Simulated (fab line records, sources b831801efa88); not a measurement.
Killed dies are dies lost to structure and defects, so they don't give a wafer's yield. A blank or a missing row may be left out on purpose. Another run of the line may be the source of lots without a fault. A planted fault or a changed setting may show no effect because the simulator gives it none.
2 desks looking at one fault + flow gf180mcu + each desk has only its own numbers; what lay behind them comes last

== METROLOGY DESK ==
Lot by lot, what the gauges showed, no matter which tool ran the lot: averages of those sampled wafers that carry a number. If a lot's mean is further than 4 standard deviations from the usual mean, the lot is out of limits and carries the mark OUT (the distance appears in the brackets).
Columns: A = V2_OVL at GF_V2_OVL_MEAS_15, usual 0 nm; B = V2_W_RS at GF_V2_RS_MEAS_24, usual 0.329 ohm/sq; C = V2_W_THK at GF_V2_THK_MEAS_25, usual 338 nm
| lot  | first seen here | A  | B     | C   |
|------|-----------------|----|-------|-----|
| L163 | day 21 04:55    | -1 | 0.325 | 345 |
| L167 | day 22 01:55    | 11 | 0.336 | 332 |
| L170 | day 23 07:10    | 2  | 0.327 | 338 |
| L179 | day 26 07:31    | 1  | 0.328 | 343 |
| L181 | day 27 02:07    | -4 | 0.329 | 333 |
| L184 | day 27 12:36    | -1 | 0.330 | 331 |
This desk's verdict: no lot among the 6 shows anything out of limits.

== TOOL OWNER'S DESK, pvd-sputter-03 ==
The tool's own readings at GF_M3_SPUTTER_00 (material Ti, target thk 37.5 nm, time 150 s): means of the sampled wafers that have a number, for each lot that ran on this tool. If a lot's mean is further than 4 standard deviations from the usual mean, the lot is out of limits and carries the mark OUT (the distance appears in the brackets).
Columns: A = throttle-valve-pct at GF_M3_SPUTTER_00, usual 30.2 %
| lot  | first seen here | A    |
|------|-----------------|------|
| L163 | day 21 06:18    | 30.0 |
| L167 | day 22 03:18    | 30.4 |
| L170 | day 23 08:54    | 30.0 |
| L179 | day 26 08:54    | 29.8 |
This desk's verdict: no lot among the 4 shows anything out of limits.

== BROUGHT TOGETHER ==
From the metrology desk's view, nothing was out of limits.
The tool owner's desk saw nothing out of limits.

== WHAT HAD BEEN PUT IN BY THE SIMULATOR ==
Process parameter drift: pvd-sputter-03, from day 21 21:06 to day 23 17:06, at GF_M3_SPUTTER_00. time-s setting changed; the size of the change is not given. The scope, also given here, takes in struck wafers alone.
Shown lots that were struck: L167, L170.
